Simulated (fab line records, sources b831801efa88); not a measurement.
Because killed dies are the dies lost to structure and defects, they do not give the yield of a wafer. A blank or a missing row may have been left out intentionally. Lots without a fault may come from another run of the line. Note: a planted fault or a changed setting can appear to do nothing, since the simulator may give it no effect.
One fault through the eyes of 2 desks || flow sky130 || numbers are kept per desk, each desk with only its own; the story behind them comes last

## DESK OF THE TOOL OWNER: implanter-03
For each lot that ran on this tool, the mean over its sampled wafers that have a number, from the tool's own readings at SKY_GATE_OXIDE_IMPLANT_11. A lot is out of limits, marked OUT, if its mean lies more than 4 standard deviations from the usual mean; the brackets give that distance.
Columns: A = beamEnergyKeV at SKY_GATE_OXIDE_IMPLANT_11, usual 9.999; B = endStationPressureTorr at SKY_GATE_OXIDE_IMPLANT_11, usual 4.99e-06 Torr
{"lot": "L482", "first seen here": "day 16 12:56", "A": 10.001, "B": 5.07e-06}
{"lot": "L487", "first seen here": "day 18 17:47", "A": 9.998, "B": 5.14e-06}
{"lot": "L488", "first seen here": "day 19 04:50", "A": 9.999, "B": 4.81e-06}
{"lot": "L495", "first seen here": "day 21 17:47", "A": 9.994, "B": 5.04e-06}
This desk's finding: nothing out of limits on any of the 4 lots.

## FROM THE METROLOGY DESK
What the gauges read for every lot (on any tool): the sampled wafers with a number, averaged. A lot is out of limits, marked OUT, if its mean lies more than 4 standard deviations from the usual mean; the brackets give that distance.
Columns: A = GATE_OXIDE_OXIDATION_00_THK at SKY_GATE_OXIDE_THK_MEAS_02, usual 10.36 nm; B = GATE_OXIDE_OVL at SKY_GATE_OXIDE_OVL_MEAS_10, usual -0.2 nm; C = GATE_OXIDE_TW at SKY_GATE_OXIDE_TW_MEAS_14, usual 226.3; D = POLY_GATE_CVD_00_THK at SKY_POLY_GATE_THK_MEAS_01, usual 180.2 nm; E = POLY_GATE_TW at SKY_RES_PROTECT_TW_MEAS_08, usual 4077; F = POLY_GATE_CVD_03_THK at SKY_POLY_GATE_THK_MEAS_04, usual 74.9 nm; G = cdNm at SKY_POLY_GATE_CD_MEAS_13, usual 150.2 nm
{"lot": "L473", "first seen here": "day 12 11:47", "A": 10.31, "B": -1.1, "C": 224.9, "D": 179.3, "E": 4018, "F": 75.2, "G": 149.1}
{"lot": "L482", "first seen here": "day 15 10:16", "A": 10.24, "B": -0.8, "C": 224.8, "D": 179.8, "E": 4056, "F": 74.3, "G": 148.5}
{"lot": "L487", "first seen here": "day 17 11:10", "A": 10.47, "B": -1.0, "C": 221.6, "D": 179.8, "E": 4093, "F": 75.1, "G": 152.6}
{"lot": "L488", "first seen here": "day 17 22:10", "A": 10.40, "B": 1.0, "C": 222.3, "D": 178.0, "E": 4072, "F": 74.5, "G": 150.9}
{"lot": "L490", "first seen here": "day 18 12:13", "A": 10.73, "B": 0.6, "C": 224.8, "D": 180.6, "E": 4050, "F": 74.7, "G": 152.1}
{"lot": "L495", "first seen here": "day 20 10:37", "A": 10.17, "B": -2.0, "C": 224.7, "D": 180.3, "E": 4082, "F": 75.1, "G": 147.8}
This desk's finding: nothing out of limits on any of the 6 lots.

## TAKEN TOGETHER
Nothing out of limits was seen by the tool owner's desk.
The metrology desk saw nothing out of limits.

## WHAT THE SIMULATOR PUT IN
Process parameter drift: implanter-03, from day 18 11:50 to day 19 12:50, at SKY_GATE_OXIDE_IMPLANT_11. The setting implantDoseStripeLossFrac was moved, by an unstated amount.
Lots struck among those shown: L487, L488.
